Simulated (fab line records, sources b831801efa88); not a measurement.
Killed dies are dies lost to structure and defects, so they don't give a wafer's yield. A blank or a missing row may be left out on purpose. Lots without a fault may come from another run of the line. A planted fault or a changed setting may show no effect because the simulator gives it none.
fab line records | flow sky130
record lots=12 wafers=36 last_day=50
route steps=708 shown VIA2@509 METAL3@532 PAD_OPEN@708
lots that met no fault: from a run of the same line without faults
start_h: hours from the record's first day to the start of the lot's first wafer shown | wait_h: hours since the lot's step before | " the same as in the row above | L1.1+2: a row that stands for several wafers | - no value, or no start given | * or withheld: withheld | < > ~ a bound
route shown NAME@n: a module of which the file shows steps, and the number in the route of the first | usual: mean/standard deviation of fault-free wafers | same: alike in all rows | chamber/n: place in a boat | sites: the reading at each site | _std_site: their standard deviation | _edge_site: outer sites' mean less inner sites' | radius_mm: how far each site lies from the wafer's centre | mask NAME#n: copy n | behind: the tool/chamber that last shaped the wafer | hold: why the lot was held/for how many hours/how that ended | device: the transistor (n, p or np) that didn't switch | end of line: the same wafers' tests at the end of the route | a step without rows: its recipe alone | killed: dies lost to structure and defects at the first sort, not the wafer's yield | map: a wafer's dies, x killed, . not, _ none there
set.NAME: the setting as run; set.NAME@STEP: as run at that earlier step | model.NAME: the simulator's own value behind a step, which no gauge read
steps of the route over a sample of lots; a table a step, a row a wafer
services: from which hour (start_h, from the record's first day; less than 0 if before it) a tool's chamber was out of use, for how many hours, and why
## steps
# step SKY_VIA2_CMP_02
# recipe material=SiO2 down_force_psi=4 platen_rpm=60 pad_velocity_m_s=0.94248
# usual motor_current_A=12.0/1
# columns lot.wafer tool chamber start_h wait_h motor_current_A
L612.4 cmp-02 2 828.17 0.2 12.4
L612.5 " 3 " " 12.6
L612.6 " 0 " " 10.8
L613.1 cmp-02 3 841.33 0.1 12.9
L613.2 " 0 " " 10.4
L613.6 " 1 " " 12.1
L616.2 cmp-01 1 860.12 0.0 13.1
L616.6 " 1 " " 13.4
L616.5 " 2 " " 11.0
L617.4 cmp-02 2 875.82 0.1 12.4
L617.2 " 0 " " 10.3
L617.6 " 2 " " 12.0
L619.3 cmp-02 0 899.44 0.2 10.5
L619.5 " 1 " " 11.9
L619.6 " 2 " " 12.4
L622.2 cmp-02 0 914.04 0.1 10.2
L622.3 " 2 " " 12.5
L622.5 " 0 " " 11.0
L627.3 cmp-01 0 937.24 0.0 11.5
L627.4 " 1 " " 12.9
L627.6 " 1 " " 13.9
L628.4 cmp-02 3 937.53 0.1 12.6
L628.3 " 0 " " 10.9
L628.5 " 2 " " 12.8
L632.1 cmp-01 3 963.72 0.1 13.9
L632.3 " 0 " " 11.1
L632.5 " 2 " " 10.7
L633.3 cmp-01 2 975.49 0.1 11.2
L633.2 " 0 " " 11.2
L633.5 " 2 " " 10.9
L635.4 cmp-01 0 984.94 0.0 11.7
L635.1 " 3 " " 12.1
L635.5 " 0 " " 11.3
L634.4 cmp-01 0 987.39 0.0 11.3
L634.1 " 2 " " 11.5
L634.2 " 3 " " 12.9
# step SKY_VIA2_CVD_21
# recipe material=W target_thk_nm=420 time_s=126.4 temp_c=400 pressure_torr=40
# usual heater_power_w=825/57
# columns lot.wafer tool chamber start_h wait_h heater_power_w
L612.4 cvd_w-02 0 855.47 0.1 900
L612.5 " 1 " " 757
L612.6 " 0 " " 916
L613.1 cvd_w-02 0 868.48 0.0 886
L613.2 " 1 " " 734
L613.6 " 1 " " 764
L616.2 cvd_w-01 1 887.44 0.0 776
L616.5 " 1 " " 797
L616.6 " 0 " " 820
L617.2 cvd_w-02 0 902.19 0.0 929
L617.4 " 0 " " 911
L617.6 " 1 " " 756
L619.3 cvd_w-02 0 925.29 0.1 906
L619.5 " 0 " " 911
L619.6 " 1 " " 750
L622.2 cvd_w-02 1 939.79 0.0 766
L622.3 " 0 " " 902
L622.5 " 0 " " 930
L627.3 cvd_w-01 1 962.64 0.1 791
L627.4 " 0 " " 846
L627.6 " 1 " " 788
L628.3 cvd_w-02 0 962.84 0.1 893
L628.4 " 1 " " 758
L628.5 " 1 " " 761
L632.1 cvd_w-01 1 988.99 0.0 797
L632.3 " 0 " " 859
L632.5 " 0 " " 848
L633.2 cvd_w-01 0 1000.70 0.0 847
L633.3 " 0 " " 843
L633.5 " 1 " " 792
L635.1 cvd_w-02 0 1009.36 0.0 905
L635.4 " 0 " " 920
L635.5 " 0 " " 919
L634.1 cvd_w-01 1 1011.90 0.0 791
L634.2 " 0 " " 822
L634.4 " 1 " " 768
# step SKY_VIA2_CMP_24
# recipe stop_on=SiO2 t_overpolish_s=20 down_force_psi=3.5 platen_rpm=60 target_thk_nm=0 pad_velocity_m_s=0.94248
# usual motor_current_A=11.0/0.89 overpolish_run_s=20.000/0.0092 time_to_endpoint_s=98/5.3
# columns lot.wafer tool chamber start_h wait_h motor_current_A overpolish_run_s time_to_endpoint_s
L612.4 cmp-01 0 855.79 0.1 10.3 19.989 98
L612.6 " 3 " " 11.6 20.010 101
L612.5 " 0 " " 10.9 20.010 102
L613.2 cmp-02 3 868.79 0.0 10.9 19.999 92
L613.1 " 2 " " 11.3 19.998 89
L613.6 " 3 " " 11.3 19.998 91
L616.2 cmp-02 2 888.02 0.3 11.1 19.986 94
L616.5 " 0 " " 9.9 19.991 98
L616.6 " 1 " " 11.1 20.017 102
L617.4 cmp-02 2 902.50 0.0 11.3 19.998 93
L617.2 " 3 " " 11.3 20.017 92
L617.6 " 3 " " 11.8 20.000 92
L619.3 cmp-01 2 925.61 0.1 9.4 20.005 106
L619.5 " 1 " " 12.3 19.999 92
L619.6 " 2 " " 9.7 20.005 103
L622.3 cmp-01 2 940.10 0.0 9.7 20.000 103
L622.2 " 0 " " 10.3 19.980 100
L622.5 " 3 " " 11.6 19.989 99
L627.3 cmp-02 0 963.01 0.1 10.0 20.013 98
L627.4 " 1 " " 10.8 20.009 103
L627.6 " 3 " " 11.8 19.997 98
L628.3 cmp-01 1 963.11 0.0 12.6 20.004 94
L628.4 " 0 " " 9.9 19.992 103
L628.5 " 1 " " 11.8 19.994 98
L632.3 cmp-01 3 989.40 0.1 11.9 20.001 97
L632.1 " 0 " " 10.7 20.006 100
L632.5 " 2 " " 9.5 19.993 102
L633.2 cmp-01 3 1001.01 0.0 12.1 20.002 101
L633.3 " 1 " " 12.1 20.022 93
L633.5 " 3 " " 12.4 19.994 106
L635.1 cmp-02 1 1009.67 0.1 10.4 19.992 102
L635.4 " 0 " " 9.9 19.998 94
L635.5 " 2 " " 11.2 19.997 94
L634.2 cmp-01 2 1012.21 0.0 9.7 20.013 106
L634.1 " 3 " " 11.9 20.000 105
L634.4 " 0 " " 10.4 20.017 106
# step SKY_METAL3_SPUTTER_00
# recipe material=Ti target_thk_nm=15 power_w=3000 time_s=10 chamber_pressure_pa=0.4
# usual chamber_pressure_pa=0.4003/0.00083 throttle_valve_pct=29.7/0.98
# columns lot.wafer tool chamber start_h wait_h chamber_pressure_pa throttle_valve_pct
L612.4 pvd_sputter-03 - 856.05 0.2 0.4013 28.4
L612.5 " - " " 0.4003 28.6
L612.6 " - " " 0.4000 30.9
L613.1 pvd_sputter-02 - 869.09 0.1 0.4007 30.3
L613.2 " - " " 0.3998 29.9
L613.6 " - " " 0.4000 30.0
L616.2 pvd_sputter-03 - 888.22 0.1 0.4010 30.2
L616.5 " - " " 0.3993 30.2
L616.6 " - " " 0.3984 30.8
L617.2 pvd_sputter-01 - 902.80 0.2 0.4009 30.8
L617.4 " - " " 0.4003 30.0
L617.6 " - " " 0.4000 30.9
L619.3 pvd_sputter-03 - 925.86 0.2 0.5028 25.1
L619.5 " - " " 0.4021 28.5
L619.6 " - " " 0.5022 25.5
L622.2 pvd_sputter-03 - 940.40 0.1 0.5028 25.3
L622.3 " - " " 0.4008 30.2
L622.5 " - " " 0.5027 25.4
L627.3 pvd_sputter-01 - 963.21 0.1 0.3995 30.4
L627.4 " - " " 0.3996 30.7
L627.6 " - " " 0.3999 30.7
L628.3 pvd_sputter-02 - 963.41 0.2 0.4000 30.1
L628.4 " - " " 0.4008 28.5
L628.5 " - " " 0.3996 30.6
L632.1 pvd_sputter-02 - 989.60 0.1 0.3993 28.0
L632.3 " - " " 0.4004 29.8
L632.5 " - " " 0.4012 30.2
L633.2 pvd_sputter-02 - 1001.31 0.2 0.4005 28.3
L633.3 " - " " 0.4007 30.2
L633.5 " - " " 0.4000 28.0
L635.1 pvd_sputter-02 - 1009.97 0.2 0.3988 30.1
L635.4 " - " " 0.3992 29.8
L635.5 " - " " 0.3996 29.9
L634.1 pvd_sputter-02 - 1012.51 0.2 0.4009 28.0
L634.2 " - " " 0.4002 30.0
L634.4 " - " " 0.4011 29.6
# step SKY_PAD_OPEN_PROBE_99
# usual defect_limited_yield=82.2/1.9 killed_at_M0_to_M3=44/6.8 killed_at_M4_up=3.1/1.8 killed_at_contacts=25/5.2 killed_at_front_end=15/4.1 killed_at_other=0.3/0.62 killed_dies=88/9.4 killed_open=48/7.1 killed_short=40/6.1 sort_bin_3_pad_short=0.9/0.38 sort_bin_5_function=10.5/1.5 sort_bin_6_memory=6.5/1.2 sort_bin_8_speed=0.5/0.95 sort_n_pass=402/10 sort_yield_pct=81.6/2
# same gross_dies=492 killed_at_back_side=0 sort_bin_4_leakage[%]=0
# columns lot.wafer tool chamber start_h wait_h defect_limited_yield[%] killed_at_M0_to_M3 killed_at_M4_up killed_at_contacts killed_at_front_end killed_at_other killed_dies killed_open killed_short sort_bin_3_pad_short[%] sort_bin_5_function[%] sort_bin_6_memory[%] sort_bin_8_speed[%] sort_n_pass sort_yield_pct[%]
L622.2 prober-02 - 1146.65 0.1 83.3 42 1 22 17 0 82 51 31 1.0 11.0 4.7 0.4 408 82.9
L622.3 prober-02 - 1146.70 0.2 86.2 36 2 20 10 0 68 39 29 1.2 8.3 4.3 0 424 86.2
L622.5 prober-02 - 1146.80 0.2 83.9 45 2 20 12 0 79 37 42 0.4 9.8 5.9 0 413 83.9
L632.1 prober-01 - 1185.38 0.1 83.1 44 4 21 14 0 83 50 32 0.4 9.6 6.9 0.6 406 82.5
L632.3 prober-01 - 1185.48 0.2 83.3 41 1 17 23 0 82 47 35 0.8 9.8 6.1 0.6 407 82.7
L632.5 prober-01 - 1185.58 0.2 81.1 47 7 23 16 0 93 59 34 0.8 12.8 5.3 1.0 394 80.1
# killed by level:class
L622.2 VIA1:geometric_particle:open=13 CONTACT:geometric_particle:open=8 FIELD_ISO:geometric_particle:short=6 LI_CONTACT:geometric_particle:open=6 METAL1:geometric_particle:short=6 VIA2:geometric_particle:open=6 VIA3:geometric_particle:open=6 FIELD_ISO:geometric_particle:open=5
L622.3 VIA1:geometric_particle:open=11 CONTACT:geometric_particle:open=6 VIA3:geometric_particle:open=6 LOCAL_INTERCONNECT:geometric_particle:short=5 VIA2:geometric_particle:open=5 VIA3:geometric_particle:short=4 LI_CONTACT:geometric_particle:open=3 CONTACT:geometric_particle:short=3
L622.5 VIA1:geometric_particle:open=9 METAL1:geometric_particle:short=7 VIA1:geometric_particle:short=6 CONTACT:geometric_particle:open=6 CONTACT:geometric_particle:short=6 VIA3:geometric_particle:open=6 METAL2:geometric_particle:short=4 VIA2:geometric_particle:open=4
L632.1 VIA1:geometric_particle:open=12 VIA2:geometric_particle:open=8 CONTACT:geometric_particle:open=7 FIELD_ISO:geometric_particle:short=5 LI_CONTACT:geometric_particle:open=5 LOCAL_INTERCONNECT:geometric_particle:short=5 VIA3:geometric_particle:open=5 METAL1:geometric_particle:short=4
L632.3 VIA1:geometric_particle:open=8 FIELD_ISO:geometric_particle:short=7 POLY_GATE:geometric_particle:open=7 METAL2:geometric_particle:short=7 VIA3:geometric_particle:open=7 LI_CONTACT:geometric_particle:open=6 VIA2:geometric_particle:open=6 CONTACT:geometric_particle:open=5
L632.5 VIA1:geometric_particle:open=13 VIA2:geometric_particle:open=11 LI_CONTACT:geometric_particle:open=7 CONTACT:geometric_particle:short=6 VIA3:geometric_particle:open=6 FIELD_ISO:geometric_particle:short=5 CONTACT:geometric_particle:open=5 METAL2:geometric_particle:short=5
## services
# columns tool chamber start_h hours kind
pvd_sputter-01 - 812.03 4.0 repair
cmp-01 - 819.02 3.5 pm
cvd_w-01 1 831.61 6.7 repair
cvd_w-01 - 868.38 0.6 repair
cvd_w-01 - 904.00 14.0 pm
cvd_w-01 0 904.00 14.0 vent_cycle
cvd_w-01 1 904.00 14.0 vent_cycle
cmp-02 - 905.69 4.5 repair
cmp-02 - 912.99 1.0 repair
cmp-02 - 916.56 3.2 repair
cvd_w-01 0 918.00 - clean
cvd_w-01 1 918.00 - clean
cmp-01 - 918.87 0.9 repair
cmp-02 - 921.58 4.0 pm
cmp-02 - 925.58 - consumable_replace:conditioner
cmp-02 - 925.58 - consumable_replace:pad
cmp-01 - 943.80 5.8 pm
cvd_w-02 - 951.56 0.9 repair
cmp-02 - 988.56 3.0 repair
cmp-02 - 994.70 4.9 pm
pvd_sputter-02 - 1011.14 1.2 repair
## key
first_sign step=SKY_METAL3_SPUTTER_00 reading=chamber_pressure_pa direction=up sigmas=99+ usual=0.4003 struck=0.5026
effect step=SKY_METAL3_SPUTTER_00 reading=throttle_valve_pct direction=down sigmas=4.4 usual=29.7 struck=25.3
met_at SKY_METAL3_SPUTTER_00
struck_lots L619,L622
struck_wafers L619.3,L619.6,L622.2,L622.5
not_acting_at SKY_VIA2_CMP_02,SKY_VIA2_CVD_21,SKY_VIA2_CMP_24
onset_between 856.05 925.86
fault kind=process_parameter_drift tool=pvd_sputter-03 chamber=- onset_h=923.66 steps=SKY_METAL3_SPUTTER_00 channel=chamber_pressure_pa offset=0.10195 shape=step end_h=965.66 acts_in=these_recipes_only stated=0.4 scope=struck_wafers_only
